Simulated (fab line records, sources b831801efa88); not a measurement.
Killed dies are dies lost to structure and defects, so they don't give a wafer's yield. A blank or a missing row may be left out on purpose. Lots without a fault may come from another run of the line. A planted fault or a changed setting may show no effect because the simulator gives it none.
fab line records | flow gf180mcu
record lots=13 wafers=39 last_day=34
route steps=602 shown LVPWELL@61 MVPSD@82 HV_LDD@183
lots that met no fault: from a run of the same line without faults
start_h: hours from the record's first day to the start of the lot's first wafer shown | wait_h: hours since the lot's step before | " the same as in the row above | L1.1+2: a row that stands for several wafers | - no value, or no start given | * or withheld: withheld | < > ~ a bound
route shown NAME@n: a module of which the file shows steps, and the number in the route of the first | usual: mean/standard deviation of fault-free wafers | same: alike in all rows | chamber/n: place in a boat | sites: the reading at each site | _std_site: their standard deviation | _edge_site: outer sites' mean less inner sites' | radius_mm: how far each site lies from the wafer's centre | mask NAME#n: copy n | behind: the tool/chamber that last shaped the wafer | hold: why the lot was held/for how many hours/how that ended | device: the transistor (n, p or np) that didn't switch | end of line: the same wafers' tests at the end of the route | a step without rows: its recipe alone | killed: dies lost to structure and defects at the first sort, not the wafer's yield | map: a wafer's dies, x killed, . not, _ none there
set.NAME: the setting as run; set.NAME@STEP: as run at that earlier step | model.NAME: the simulator's own value behind a step, which no gauge read
steps of the route over a sample of lots; a table a step, a row a wafer
services: from which hour (start_h, from the record's first day; less than 0 if before it) a tool's chamber was out of use, for how many hours, and why
## steps
# step GF_LVPWELL_OVL_MEAS_07
# usual LVPWELL_OVL=1.5/1.2
# columns lot.wafer tool chamber start_h wait_h LVPWELL_OVL[nm]
L134.2 overlay-02 - 74.27 - 2.2
L134.4 " - " " 3.5
L134.6 " - " " 2.7
L135.4 overlay-01 - 77.14 - -0.8
L135.5 " - " " -0.4
L135.6 " - " " 1.6
L136.3 overlay-01 - 83.26 - 4.5
L136.4 " - " " 3.2
L136.5 " - " " 3.0
L137.1 overlay-02 - 88.37 - -0.4
L137.3 " - " " 0.5
L137.5 " - " " 1.3
L138.1 overlay-01 - 95.73 - -0.7
L138.4 " - " " -0.2
L138.5 " - " " -1.1
L139.1 overlay-02 - 98.02 - 1.1
L139.3 " - " " 0.9
L139.6 " - " " 1.1
L141.2 overlay-02 - 107.10 - 2.0
L141.3 " - " " 1.6
L141.5 " - " " 0.8
L143.3 overlay-02 - 123.14 - 3.3
L143.4 " - " " 4.0
L143.6 " - " " 1.9
L144.2 overlay-02 - 125.58 - 3.6
L144.3 " - " " 3.6
L144.4 " - " " 3.5
L145.1 overlay-01 - 128.38 - 1.6
L145.3 " - " " 0.5
L145.6 " - " " 1.7
L149.2 overlay-01 - 153.55 - 2.0
L149.3 " - " " 2.0
L149.4 " - " " 2.3
L154.3 overlay-01 - 181.24 - 1.6
L154.4 " - " " 1.3
L154.5 " - " " 1.2
L156.1 overlay-02 - 191.97 - 0.8
L156.5 " - " " 0.0
L156.6 " - " " 2.0
# step GF_MVPSD_EXPOSE_04
# recipe mask_id=MVPSD target_cd_nm=1000 na=0.6 source_shape=conventional sigma_outer=0.6 dose_mj=260
# usual exposure_dose_mJ_cm2=260.01/0.25
# columns lot.wafer tool chamber start_h wait_h mask exposure_dose_mJ_cm2
L134.2 iline_stepper-02 0 95.20 - MVPSD#0 259.79
L134.4 " 0 " " MVPSD#0 260.17
L134.6 " 0 " " MVPSD#0 260.00
L135.4 iline_stepper-01 0 98.08 - MVPSD#0 260.09
L135.5 " 0 " " MVPSD#0 260.14
L135.6 " 0 " " MVPSD#0 260.09
L136.3 iline_stepper-02 0 104.66 - MVPSD#0 260.34
L136.4 " 0 " " MVPSD#0 260.34
L136.5 " 0 " " MVPSD#0 259.95
L137.1 iline_stepper-02 0 110.30 - MVPSD#0 259.75
L137.3 " 0 " " MVPSD#0 259.95
L137.5 " 0 " " MVPSD#0 259.72
L138.1 iline_stepper-01 0 117.84 - MVPSD#0 259.89
L138.4 " 0 " " MVPSD#0 260.09
L138.5 " 0 " " MVPSD#0 260.13
L139.1 iline_stepper-01 0 119.92 - MVPSD#0 259.62
L139.3 " 0 " " MVPSD#0 259.59
L139.6 " 0 " " MVPSD#0 259.74
L141.2 iline_stepper-02 0 128.99 - MVPSD#0 259.92
L141.3 " 0 " " MVPSD#0 260.37
L141.5 " 0 " " MVPSD#0 260.30
L143.3 iline_stepper-02 0 146.89 - MVPSD#0 259.88
L143.4 " 0 " " MVPSD#0 259.93
L143.6 " 0 " " MVPSD#0 260.23
L144.2 iline_stepper-02 0 148.72 - MVPSD#0 260.07
L144.3 " 0 " " MVPSD#0 260.44
L144.4 " 0 " " MVPSD#0 260.34
L145.1 iline_stepper-02 0 151.94 - MVPSD#0 259.47
L145.3 " 0 " " MVPSD#0 259.80
L145.6 " 0 " " MVPSD#0 260.04
L149.2 iline_stepper-02 0 178.20 - MVPSD#0 259.56
L149.3 " 0 " " MVPSD#0 259.85
L149.4 " 0 " " MVPSD#0 259.88
L154.3 iline_stepper-02 0 207.52 - MVPSD#0 260.07
L154.4 " 0 " " MVPSD#0 260.13
L154.5 " 0 " " MVPSD#0 260.28
L156.1 iline_stepper-01 0 219.35 - MVSD#0 259.99
L156.5 " 0 " " MVSD#0 259.58
L156.6 " 0 " " MVSD#0 259.71
# step GF_MVPSD_OVL_MEAS_07
# usual MVPSD_OVL=-0.1/1.5
# columns lot.wafer tool chamber start_h wait_h MVPSD_OVL[nm]
L134.2 overlay-01 - 102.16 - 0.4
L134.4 " - " " -0.1
L134.6 " - " " 0.5
L135.4 overlay-02 - 104.92 - -2.2
L135.5 " - " " 0.3
L135.6 " - " " -0.8
L136.3 overlay-01 - 111.33 - 0.2
L136.4 " - " " -0.7
L136.5 " - " " 0.4
L137.1 overlay-02 - 117.40 - 2.4
L137.3 " - " " -0.4
L137.5 " - " " 0.4
L138.1 overlay-02 - 124.72 - -0.7
L138.4 " - " " -0.4
L138.5 " - " " -0.1
L139.1 overlay-01 - 126.82 - -0.5
L139.3 " - " " -0.7
L139.6 " - " " -0.5
L141.2 overlay-02 - 136.65 - -0.5
L141.3 " - " " -0.9
L141.5 " - " " -0.9
L143.3 overlay-01 - 154.52 - -1.8
L143.4 " - " " -3.7
L143.6 " - " " -1.3
L144.2 overlay-01 - 156.75 - -1.2
L144.3 " - " " -0.8
L144.4 " - " " -0.1
L145.1 overlay-01 - 159.32 - -3.0
L145.3 " - " " -3.3
L145.6 " - " " -1.5
L149.2 overlay-01 - 186.60 - -1.1
L149.3 " - " " 1.2
L149.4 " - " " 0.0
L154.3 overlay-01 - 216.05 - 2.5
L154.4 " - " " 2.5
L154.5 " - " " 0.9
L156.1 overlay-02 - 227.87 - -
L156.5 " - " " -
L156.6 " - " " -
# step GF_MVPSD_TW_MEAS_11
# usual MVPSD_TW=552/4
# columns lot.wafer tool chamber start_h wait_h hold MVPSD_TW
L134.2 film_metro-01 - 102.60 0.1 - 558
L134.4 " - " " - 560
L134.6 " - " " - 558
L135.4 film_metro-01 - 105.37 0.1 - 555
L135.5 " - " " - 558
L135.6 " - " " - 557
L136.3 film_metro-02 - 111.77 0.1 - 553
L136.4 " - " " - 555
L136.5 " - " " - 556
L137.1 film_metro-03 - 117.84 0.1 - 547
L137.3 " - " " - 549
L137.5 " - " " - 546
L138.1 film_metro-01 - 125.15 0.1 - 559
L138.4 " - " " - 560
L138.5 " - " " - 559
L139.1 film_metro-02 - 127.25 0.1 - 550
L139.3 " - " " - 548
L139.6 " - " " - 550
L141.2 film_metro-01 - 137.09 0.1 - 559
L141.3 " - " " - 559
L141.5 " - " " - 559
L143.3 film_metro-02 - 154.96 0.1 - 551
L143.4 " - " " - 552
L143.6 " - " " - 553
L144.2 film_metro-03 - 157.19 0.1 - 549
L144.3 " - " " - 554
L144.4 " - " " - 553
L145.1 film_metro-03 - 159.91 0.1 - 550
L145.3 " - " " - 554
L145.6 " - " " - 554
L149.2 film_metro-02 - 187.04 0.1 - 551
L149.3 " - " " - 550
L149.4 " - " " - 552
L154.3 film_metro-02 - 216.50 0.1 - 553
L154.4 " - " " - 550
L154.5 " - " " - 551
L156.1 film_metro-03 - 228.30 0.1 await_dispo/0.2h/release 30
L156.5 " - " " await_dispo/0.2h/release 30
L156.6 " - " " await_dispo/0.2h/release 30
L156.1 film_metro-03 - 228.62 0.3 - 30
L156.5 " - " " - 30
L156.6 " - " " - 30
# step GF_HV_LDD_CD_MEAS_07
# recipe target_cd_nm=400
# usual cd_nm=399.9/2.5
# columns lot.wafer tool chamber start_h wait_h cd_nm
L134.2 cd_sem-01 - 221.66 0.1 399.7
L134.4 " - " " 397.9
L134.6 " - " " 398.5
L135.4 cd_sem-02 - 222.63 0.1 400.5
L135.5 " - " " 398.6
L135.6 " - " " 399.5
L136.3 cd_sem-01 - 233.99 0.1 405.3
L136.4 " - " " 404.9
L136.5 " - " " 406.3
L137.1 cd_sem-01 - 240.50 0.1 400.7
L137.3 " - " " 402.6
L137.5 " - " " 399.6
L138.1 cd_sem-01 - 252.14 0.1 401.2
L138.4 " - " " 403.8
L138.5 " - " " 402.4
L139.1 cd_sem-01 - 253.04 0.1 398.1
L139.3 " - " " 397.5
L139.6 " - " " 396.1
L141.2 cd_sem-01 - 264.59 0.1 399.7
L141.3 " - " " 398.3
L141.5 " - " " 397.1
L143.3 cd_sem-01 - 287.48 0.1 400.5
L143.4 " - " " 401.0
L143.6 " - " " 400.2
L144.2 cd_sem-01 - 293.62 0.1 398.2
L144.3 " - " " 399.0
L144.4 " - " " 398.7
L145.1 cd_sem-02 - 297.59 0.1 397.5
L145.3 " - " " 400.9
L145.6 " - " " 401.3
L149.2 cd_sem-01 - 328.56 0.1 398.5
L149.3 " - " " 397.6
L149.4 " - " " 397.0
L154.3 cd_sem-02 - 368.44 0.1 398.8
L154.4 " - " " 399.3
L154.5 " - " " 399.8
# step GF_HV_LDD_OVL_MEAS_32
# usual HV_LDD_02_OVL=0.0/1.3
# columns lot.wafer tool chamber start_h wait_h HV_LDD_02_OVL[nm]
L134.2 overlay-02 - 259.42 0.1 0.5
L134.4 " - " " 0.1
L134.6 " - " " 0.9
L135.4 overlay-02 - 260.68 0.1 0.9
L135.5 " - " " -0.3
L135.6 " - " " 1.3
L136.3 overlay-01 - 272.72 0.1 1.0
L136.4 " - " " -1.4
L136.5 " - " " 1.3
L137.1 overlay-02 - 280.21 0.1 -0.3
L137.3 " - " " -0.1
L137.5 " - " " 0.3
L138.1 overlay-01 - 290.81 0.1 1.4
L138.4 " - " " 2.4
L138.5 " - " " -0.4
L139.1 overlay-02 - 292.73 0.1 -0.6
L139.3 " - " " -1.5
L139.6 " - " " -1.4
L141.2 overlay-02 - 303.78 0.1 0.2
L141.3 " - " " 0.0
L141.5 " - " " 1.3
L143.3 overlay-02 - 328.97 0.1 -1.6
L143.4 " - " " -2.2
L143.6 " - " " -0.2
L144.2 overlay-01 - 335.24 0.1 -0.7
L144.3 " - " " 0.5
L144.4 " - " " -0.2
L145.1 overlay-01 - 340.01 0.1 -0.5
L145.3 " - " " 0.7
L145.6 " - " " 0.3
L149.2 overlay-01 - 373.33 0.1 -3.3
L149.3 " - " " -1.4
L149.4 " - " " -4.0
L154.3 overlay-02 - 413.69 0.1 -0.3
L154.4 " - " " -0.5
L154.5 " - " " -0.2
## services
# columns tool chamber start_h hours kind
iline_stepper-01 - 140.41 16.8 repair
iline_stepper-02 - 164.59 1.5 repair
## key
first_sign step=GF_MVPSD_EXPOSE_04 reading=mask direction=changed
effect step=GF_MVPSD_OVL_MEAS_07 reading=MVPSD_OVL direction=missing
effect step=GF_MVPSD_TW_MEAS_11 reading=visit direction=added
effect step=GF_MVPSD_TW_MEAS_11 reading=MVPSD_TW direction=down sigmas=99+ usual=552 struck=30
met_at GF_MVPSD_EXPOSE_04
struck_lots L156
scrapped_behind GF_MVPSD_TW_MEAS_11 L156.1,L156.5,L156.6
not_acting_at GF_LVPWELL_OVL_MEAS_07,GF_HV_LDD_CD_MEAS_07,GF_HV_LDD_OVL_MEAS_32
onset_between 119.92 219.35
fault kind=wrong_mask tool=any chamber=- onset_h=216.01 steps=GF_MVPSD_EXPOSE_04 aux_copy=MVSD#0 scope=struck_lots_only
